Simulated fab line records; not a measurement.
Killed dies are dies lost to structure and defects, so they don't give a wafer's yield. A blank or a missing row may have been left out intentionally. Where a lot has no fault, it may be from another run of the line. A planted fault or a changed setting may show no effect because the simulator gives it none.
Chamber matching + flow sky130 + SKY_LI_CONTACT_CMP_02 on cmp-02: 4 sister chambers
The step polishes PSG. 27 wafers are shown with their chamber, then 12 later ones without.

## EACH WAFER AND ITS CHAMBER
| wafer  | chamber | motor current A (A) | time to endpoint s (s) |
|--------|---------|---------------------|------------------------|
| L074.2 | 1       | 12.3                | 32.6                   |
| L074.3 | 2       | 10.8                | 32.7                   |
| L074.6 | 0       | 10.5                | 31.3                   |
| L078.2 | 0       | 10.6                | 36.2                   |
| L078.3 | 3       | 11.9                | 36.3                   |
| L078.6 | 0       | 10.5                | 33.9                   |
| L080.1 | 0       | 10.6                | 34.5                   |
| L080.4 | 3       | 11.8                | 35.6                   |
| L080.5 | 1       | 12.7                | 38.3                   |
| L084.2 | 0       | 10.5                | 32.1                   |
| L084.4 | 1       | 12.1                | 36.4                   |
| L084.6 | 3       | 11.5                | 32.4                   |
| L086.1 | 1       | 12.1                | 34.5                   |
| L086.3 | 0       | 10.5                | 34.3                   |
| L086.6 | 3       | 11.4                | 35.9                   |
| L085.3 | 2       | 10.9                | 28.7                   |
| L085.4 | 1       | 12.7                | 33.4                   |
| L085.6 | 3       | 12.1                | 34.9                   |
| L087.2 | 3       | 11.7                | 32.0                   |
| L087.4 | 0       | 10.9                | 29.1                   |
| L087.5 | 1       | 12.6                | 33.6                   |
| L088.1 | 3       | 12.4                | 33.8                   |
| L088.3 | 0       | 10.7                | 32.8                   |
| L088.6 | 3       | 11.8                | 34.2                   |
| L089.1 | 2       | 11.3                | 33.3                   |
| L089.2 | 0       | 10.7                | 33.1                   |
| L089.3 | 1       | 12.7                | 36.5                   |

SIGNATURES (means of the wafers above)
| reading            | chamber 0 | chamber 1 | chamber 2 | chamber 3 | scatter within a chamber |
|--------------------|-----------|-----------|-----------|-----------|--------------------------|
| motor current A    | 10.611    | 12.457    | 11.000    | 11.825    | 0.254                    |
| time to endpoint s | 33.033    | 35.043    | 31.567    | 34.388    | 1.98                     |
Rule: a wafer's distance from a chamber is the root of the sum, over the readings, of the square of ((its reading less the chamber's mean) divided by the reading's scatter). The wafer belongs to the nearest chamber; if the next one is less than 2 further off, it can't be placed. The scatter is the square root of a quotient: the sum, over the shown wafers, of each reading's squared deviation from its chamber's mean, divided by wafers minus chambers.

## WAFERS WHOSE CHAMBER IS MISSING
| wafer  | motor current A (A) | time to endpoint s (s) |
|--------|---------------------|------------------------|
| L091.1 | 11.9                | 36.5                   |
| L091.3 | 11.1                | 32.6                   |
| L091.5 | 12.1                | 35.0                   |
| L092.1 | 11.6                | 31.6                   |
| L092.2 | 11.1                | 28.1                   |
| L092.6 | 11.1                | 31.7                   |
| L094.3 | 12.1                | 30.8                   |
| L094.4 | 11.0                | 30.3                   |
| L094.5 | 11.2                | 24.9                   |
| L097.1 | 11.3                | 28.4                   |
| L097.4 | 10.0                | 33.2                   |
| L097.5 | 13.2                | 33.3                   |

## THE CHAMBER EACH PASSED THROUGH
| wafer  | from the rows above          | in truth |
|--------|------------------------------|----------|
| L091.1 | can't be placed: 3 or 1      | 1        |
| L091.3 | can't be placed: 2 or 0      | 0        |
| L091.5 | can't be placed: 3 or 1      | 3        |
| L092.1 | can't be placed: 3 or 2      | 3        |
| L092.2 | can't be placed: 2 or 0      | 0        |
| L092.6 | can't be placed: 2 or 0      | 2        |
| L094.3 | can't be placed: 3 or 1      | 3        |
| L094.4 | can't be placed: 2 or 0      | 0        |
| L094.5 | can't be placed: 2 or 0 or 3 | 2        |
| L097.1 | can't be placed: 2 or 0 or 3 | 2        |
| L097.4 | can't be placed: 0 or 2      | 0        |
| L097.5 | 1                            | 1        |
Correctly placed: 1 of 12. Unplaceable from these rows: 11, with the true chamber sitting among the candidates in 11. Number placed wrongly: 0.
